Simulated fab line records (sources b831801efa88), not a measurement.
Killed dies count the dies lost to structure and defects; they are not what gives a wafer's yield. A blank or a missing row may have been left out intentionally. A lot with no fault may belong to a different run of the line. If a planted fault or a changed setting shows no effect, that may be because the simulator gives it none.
Which of the tools did it? / flow gf180mcu / 11 lots with 33 wafers sampled at 6 steps, on a route of 602 steps

## WHAT THE GAUGES READ, wafer by wafer
GF_HV_LDD_CD_MEAS_19 targets a cd of 400 nm. Usual: cd-nm reads 400.7 nm (standard deviation 2.7).
lot=L941; measured=day 10 20:32; on=cd-sem-01; cd-nm (nm)=396.6 394.1 395.1; flag=
lot=L942; measured=day 11 00:22; on=cd-sem-02; cd-nm (nm)=401.1 402.4 401.6; flag=
lot=L943; measured=day 11 10:53; on=cd-sem-01; cd-nm (nm)=401.7 402.8 402.9; flag=
lot=L946; measured=day 12 10:18; on=cd-sem-02; cd-nm (nm)=396.0 395.1 396.5; flag=
lot=L947; measured=day 12 17:07; on=cd-sem-02; cd-nm (nm)=402.0 401.7 400.3; flag=
lot=L954; measured=day 15 00:22; on=cd-sem-02; cd-nm (nm)=400.5 400.4 399.9; flag=
lot=L956; measured=day 15 14:49; on=cd-sem-01; cd-nm (nm)=397.5 398.7 398.0; flag=
lot=L959; measured=day 16 05:40; on=cd-sem-01; cd-nm (nm)=405.7 404.0 404.9; flag=
lot=L961; measured=day 16 16:55; on=cd-sem-01; cd-nm (nm)=402.8 402.7 402.2; flag=
lot=L962; measured=day 17 02:36; on=cd-sem-01; cd-nm (nm)=400.7 398.7 401.4; flag=
lot=L964; measured=day 18 04:31; on=cd-sem-01; cd-nm (nm)=398.2 399.0 400.1; flag=

GF_HV_LDD_TW_MEAS_38. Usual: for HV_LDD_3_TW the level is 1440 and the standard deviation is 13.
lot=L941; measured=day 11 15:40; on=film-metro-02; HV_LDD_3_TW=1453 1445 1447; flag=
lot=L942; measured=day 11 19:22; on=film-metro-04; HV_LDD_3_TW=1423 1422 1417; flag=
lot=L943; measured=day 12 06:44; on=film-metro-04; HV_LDD_3_TW=1527 1531 1533 1529 1532 1526; flag=OFF
lot=L946; measured=day 13 06:57; on=film-metro-02; HV_LDD_3_TW=1557 1554 1553 1562 1563 1557; flag=OFF
lot=L947; measured=day 13 14:38; on=film-metro-03; HV_LDD_3_TW=1556 1557 1556 1562 1560 1566; flag=OFF
lot=L954; measured=day 15 22:43; on=film-metro-03; HV_LDD_3_TW=1456 1455 1451; flag=
lot=L956; measured=day 16 13:59; on=film-metro-02; HV_LDD_3_TW=1453 1451 1452; flag=
lot=L959; measured=day 17 05:34; on=film-metro-02; HV_LDD_3_TW=1441 1440 1443; flag=
lot=L961; measured=day 17 17:10; on=film-metro-03; HV_LDD_3_TW=1456 1444 1452; flag=
lot=L962; measured=day 18 03:07; on=film-metro-03; HV_LDD_3_TW=1450 1444 1451; flag=
lot=L964; measured=day 19 05:52; on=film-metro-04; HV_LDD_3_TW=1421 1420 1416; flag=

GF_HV_LDD_RS_MEAS_53: measures by four-point-probe. Usual: for HV_LDD_RS the level is 418.4 ohm/sq and the standard deviation is 0.85.
lot=L941; measured=day 12 10:13; on=film-metro-03; HV_LDD_RS (ohm/sq)=418.4 418.0 418.1; flag=
lot=L942; measured=day 12 13:53; on=film-metro-02; HV_LDD_RS (ohm/sq)=417.6 418.3 417.4; flag=
lot=L943; measured=day 13 02:01; on=film-metro-02; HV_LDD_RS (ohm/sq)=397.8 398.0 398.6 399.2 398.3 397.3; flag=OFF
lot=L946; measured=day 14 03:29; on=film-metro-04; HV_LDD_RS (ohm/sq)=401.5 400.9 400.7 401.2 400.3 401.5; flag=OFF
lot=L947; measured=day 14 11:36; on=film-metro-04; HV_LDD_RS (ohm/sq)=400.0 400.5 400.6 400.4 400.4 400.9; flag=OFF
lot=L954; measured=day 16 21:17; on=film-metro-02; HV_LDD_RS (ohm/sq)=417.7 417.6 418.3; flag=
lot=L956; measured=day 17 13:29; on=film-metro-02; HV_LDD_RS (ohm/sq)=418.6 417.5 418.4; flag=
lot=L959; measured=day 18 05:31; on=film-metro-02; HV_LDD_RS (ohm/sq)=417.5 418.1 417.6; flag=
lot=L961; measured=day 18 17:25; on=film-metro-03; HV_LDD_RS (ohm/sq)=417.6 417.4 418.5; flag=
lot=L962; measured=day 19 03:32; on=film-metro-03; HV_LDD_RS (ohm/sq)=419.1 418.6 418.7; flag=
lot=L964; measured=day 20 06:22; on=film-metro-02; HV_LDD_RS (ohm/sq)=418.5 418.6 418.8; flag=

## WHAT TOOL EACH LOT RAN ON (gives the tool, then ch and the chambers of the sampled wafers, and finally the start)
lot=L941; GF_VT_IMPLANT_RTA_45=rtp-anneal-01 ch 0, day 7 10:47; GF_DUAL_GATE_STRIP_13=plasma-asher-04 ch 0,1, day 8 10:32; GF_HV_LDD_IMPLANT_36=implanter-03 ch 0, day 11 15:26
lot=L942; GF_VT_IMPLANT_RTA_45=rtp-anneal-01 ch 0, day 7 21:03; GF_DUAL_GATE_STRIP_13=plasma-asher-04 ch 0,1, day 8 15:29; GF_HV_LDD_IMPLANT_36=implanter-02 ch 0, day 11 19:07
lot=L943; GF_VT_IMPLANT_RTA_45=rtp-anneal-01 ch 0, day 8 05:55; GF_DUAL_GATE_STRIP_13=plasma-asher-04 ch 0,1, day 8 23:41; GF_HV_LDD_IMPLANT_36=implanter-01 ch 0, day 12 06:11
lot=L946; GF_VT_IMPLANT_RTA_45=rtp-anneal-02 ch 0, day 9 01:14; GF_DUAL_GATE_STRIP_13=plasma-asher-03 ch 0,1, day 9 20:44; GF_HV_LDD_IMPLANT_36=implanter-03 ch 0, day 13 06:25
lot=L947; GF_VT_IMPLANT_RTA_45=rtp-anneal-01 ch 0, day 9 05:00; GF_DUAL_GATE_STRIP_13=plasma-asher-04 ch 0,1, day 10 00:28; GF_HV_LDD_IMPLANT_36=implanter-03 ch 0, day 13 14:05
lot=L954; GF_VT_IMPLANT_RTA_45=rtp-anneal-01 ch 0, day 11 02:30; GF_DUAL_GATE_STRIP_13=plasma-asher-03 ch 0,1, day 12 01:01; GF_HV_LDD_IMPLANT_36=implanter-03 ch 0, day 15 22:28
lot=L956; GF_VT_IMPLANT_RTA_45=rtp-anneal-02 ch 0, day 11 15:50; GF_DUAL_GATE_STRIP_13=plasma-asher-01 ch 0,1, day 12 19:04; GF_HV_LDD_IMPLANT_36=implanter-02 ch 0, day 16 13:46
lot=L959; GF_VT_IMPLANT_RTA_45=rtp-anneal-01 ch 0, day 12 10:19; GF_DUAL_GATE_STRIP_13=plasma-asher-01 ch 0,1, day 13 08:17; GF_HV_LDD_IMPLANT_36=implanter-03 ch 0, day 17 05:19
lot=L961; GF_VT_IMPLANT_RTA_45=rtp-anneal-02 ch 0, day 12 21:31; GF_DUAL_GATE_STRIP_13=plasma-asher-01 ch 0,1, day 13 19:50; GF_HV_LDD_IMPLANT_36=implanter-02 ch 0, day 17 16:56
lot=L962; GF_VT_IMPLANT_RTA_45=rtp-anneal-02 ch 0, day 13 05:09; GF_DUAL_GATE_STRIP_13=plasma-asher-01 ch 0,1, day 14 03:52; GF_HV_LDD_IMPLANT_36=implanter-02 ch 0, day 18 02:52
lot=L964; GF_VT_IMPLANT_RTA_45=rtp-anneal-02 ch 0, day 14 04:31; GF_DUAL_GATE_STRIP_13=plasma-asher-01 ch 0,1, day 15 03:46; GF_HV_LDD_IMPLANT_36=implanter-01 ch 0, day 19 05:38
- GF_VT_IMPLANT_RTA_45: time 30 s.
- GF_DUAL_GATE_STRIP_13: strips in O2/N2.
- GF_HV_LDD_IMPLANT_36

## AS READ BY THE TOOLS THEMSELVES (means over the sampled wafers that have a number; for cases with no such wafer, the mark the record gives instead)
GF_VT_IMPLANT_RTA_45. Usual: chamber-o2-ppm 1.998, standard deviation 0.022; lamp-power-pct 35.8 %, standard deviation 0.47; wafer_temp_C_max 1053.6, standard deviation 1.
lot=L941; tool=rtp-anneal-01; chamber-o2-ppm=2.013; lamp-power-pct (%)=35.2; wafer_temp_C_max=1054.7; flag=
lot=L942; tool=rtp-anneal-01; chamber-o2-ppm=1.982; lamp-power-pct (%)=35.2; wafer_temp_C_max=1054.8; flag=
lot=L943; tool=rtp-anneal-01; chamber-o2-ppm=1.972; lamp-power-pct (%)=35.2; wafer_temp_C_max=1053.8; flag=
lot=L946; tool=rtp-anneal-02; chamber-o2-ppm=1.995; lamp-power-pct (%)=36.2; wafer_temp_C_max=1053.4; flag=
lot=L947; tool=rtp-anneal-01; chamber-o2-ppm=2.011; lamp-power-pct (%)=35.2; wafer_temp_C_max=1054.4; flag=
lot=L954; tool=rtp-anneal-01; chamber-o2-ppm=2.010; lamp-power-pct (%)=35.2; wafer_temp_C_max=1053.6; flag=
lot=L956; tool=rtp-anneal-02; chamber-o2-ppm=1.992; lamp-power-pct (%)=36.2; wafer_temp_C_max=1053.6; flag=
lot=L959; tool=rtp-anneal-01; chamber-o2-ppm=1.996; lamp-power-pct (%)=35.2; wafer_temp_C_max=1054.8; flag=
lot=L961; tool=rtp-anneal-02; chamber-o2-ppm=1.974; lamp-power-pct (%)=36.2; wafer_temp_C_max=1053.3; flag=
lot=L962; tool=rtp-anneal-02; chamber-o2-ppm=1.986; lamp-power-pct (%)=36.2; wafer_temp_C_max=1053.5; flag=
lot=L964; tool=rtp-anneal-02; chamber-o2-ppm=2.008; lamp-power-pct (%)=36.2; wafer_temp_C_max=1053.8; flag=

GF_DUAL_GATE_STRIP_13. Usual: chamber-pressure-mTorr 1499.9 mTorr, standard deviation 1.3; drypump-motor-current-A 5.9 A, standard deviation 0.36; heater-power-w 339 W, standard deviation 33; oes-product-au 0.716 a.u., standard deviation 0.0049; platen-temp-c 249.99 C, standard deviation 0.17; strip-time-to-endpoint-s 12.63 s, standard deviation 0.043.
lot=L941; tool=plasma-asher-04; chamber-pressure-mTorr (mTorr)=1501.4; drypump-motor-current-A (A)=5.8; heater-power-w (W)=334; oes-product-au (a.u.)=0.713; platen-temp-c (C)=249.84; strip-time-to-endpoint-s (s)=12.59; flag=
lot=L942; tool=plasma-asher-04; chamber-pressure-mTorr (mTorr)=1499.4; drypump-motor-current-A (A)=5.8; heater-power-w (W)=336; oes-product-au (a.u.)=0.717; platen-temp-c (C)=249.91; strip-time-to-endpoint-s (s)=12.61; flag=
lot=L943; tool=plasma-asher-04; chamber-pressure-mTorr (mTorr)=1499.9; drypump-motor-current-A (A)=6.0; heater-power-w (W)=366; oes-product-au (a.u.)=0.715; platen-temp-c (C)=249.94; strip-time-to-endpoint-s (s)=12.65; flag=
lot=L946; tool=plasma-asher-03; chamber-pressure-mTorr (mTorr)=1501.5; drypump-motor-current-A (A)=6.0; heater-power-w (W)=333; oes-product-au (a.u.)=0.718; platen-temp-c (C)=249.88; strip-time-to-endpoint-s (s)=12.64; flag=
lot=L947; tool=plasma-asher-04; chamber-pressure-mTorr (mTorr)=1500.7; drypump-motor-current-A (A)=6.0; heater-power-w (W)=366; oes-product-au (a.u.)=0.714; platen-temp-c (C)=249.97; strip-time-to-endpoint-s (s)=12.64; flag=
lot=L954; tool=plasma-asher-03; chamber-pressure-mTorr (mTorr)=1501.0; drypump-motor-current-A (A)=6.0; heater-power-w (W)=328; oes-product-au (a.u.)=0.718; platen-temp-c (C)=250.05; strip-time-to-endpoint-s (s)=12.66; flag=
lot=L956; tool=plasma-asher-01; chamber-pressure-mTorr (mTorr)=1499.7; drypump-motor-current-A (A)=5.6; heater-power-w (W)=347; oes-product-au (a.u.)=0.719; platen-temp-c (C)=249.88; strip-time-to-endpoint-s (s)=12.70; flag=
lot=L959; tool=plasma-asher-01; chamber-pressure-mTorr (mTorr)=1498.6; drypump-motor-current-A (A)=5.6; heater-power-w (W)=345; oes-product-au (a.u.)=0.722; platen-temp-c (C)=249.94; strip-time-to-endpoint-s (s)=12.60; flag=
lot=L961; tool=plasma-asher-01; chamber-pressure-mTorr (mTorr)=1499.6; drypump-motor-current-A (A)=5.6; heater-power-w (W)=353; oes-product-au (a.u.)=0.709; platen-temp-c (C)=250.20; strip-time-to-endpoint-s (s)=12.61; flag=
lot=L962; tool=plasma-asher-01; chamber-pressure-mTorr (mTorr)=1500.9; drypump-motor-current-A (A)=5.8; heater-power-w (W)=326; oes-product-au (a.u.)=0.717; platen-temp-c (C)=250.18; strip-time-to-endpoint-s (s)=12.59; flag=
lot=L964; tool=plasma-asher-01; chamber-pressure-mTorr (mTorr)=1499.5; drypump-motor-current-A (A)=5.8; heater-power-w (W)=325; oes-product-au (a.u.)=0.719; platen-temp-c (C)=249.99; strip-time-to-endpoint-s (s)=12.65; flag=

GF_HV_LDD_IMPLANT_36. Usual: beam-energy-keV 59.997, standard deviation 0.017; faraday-current-uA 42.3, standard deviation 0.74; tilt-deg 30.002 degrees, standard deviation 0.021.
lot=L941; tool=implanter-03; beam-energy-keV=60.003; faraday-current-uA=41.3; tilt-deg (degrees)=30.018; flag=
lot=L942; tool=implanter-02; beam-energy-keV=59.976; faraday-current-uA=41.6; tilt-deg (degrees)=29.976; flag=
lot=L943; tool=implanter-01; beam-energy-keV=59.998; faraday-current-uA=42.1; tilt-deg (degrees)=29.993; flag=
lot=L946; tool=implanter-03; beam-energy-keV=60.005; faraday-current-uA=41.8; tilt-deg (degrees)=29.996; flag=
lot=L947; tool=implanter-03; beam-energy-keV=60.001; faraday-current-uA=42.6; tilt-deg (degrees)=29.986; flag=
lot=L954; tool=implanter-03; beam-energy-keV=60.007; faraday-current-uA=43.0; tilt-deg (degrees)=30.008; flag=
lot=L956; tool=implanter-02; beam-energy-keV=59.986; faraday-current-uA=42.3; tilt-deg (degrees)=30.016; flag=
lot=L959; tool=implanter-03; beam-energy-keV=59.999; faraday-current-uA=42.1; tilt-deg (degrees)=30.024; flag=
lot=L961; tool=implanter-02; beam-energy-keV=59.996; faraday-current-uA=43.2; tilt-deg (degrees)=29.994; flag=
lot=L962; tool=implanter-02; beam-energy-keV=59.980; faraday-current-uA=41.7; tilt-deg (degrees)=29.976; flag=
lot=L964; tool=implanter-01; beam-energy-keV=59.980; faraday-current-uA=42.3; tilt-deg (degrees)=30.019; flag=

## THE ANSWER, worked out from the rows above alone
Rule: take the mean of a lot's wafers that have a number; if it is more than 3 standard deviations from the usual mean, the lot is off. A lot without any number at a reading at which 4 lots or more have one is off too. Any other lot the step has rows for is counted as sound. The gauges are gone through in route order, then the tools' own readings, and for those a lot's mean is taken as printed above. At the first step where some lot is off, the reading lying furthest off is the one used; lots without a number count as furthest.
Off: L943, L946, L947, at GF_HV_LDD_TW_MEAS_38 (HV_LDD_3_TW).
A tool fits if, at a process step before that reading, it ran every lot that is off, and no sound lot after the first of them. Gauges at GF_HV_LDD_TW_MEAS_38: tried the same way as those tools. Not one of the candidates tried fits.

## WHAT THE SIMULATOR HAD INSERTED
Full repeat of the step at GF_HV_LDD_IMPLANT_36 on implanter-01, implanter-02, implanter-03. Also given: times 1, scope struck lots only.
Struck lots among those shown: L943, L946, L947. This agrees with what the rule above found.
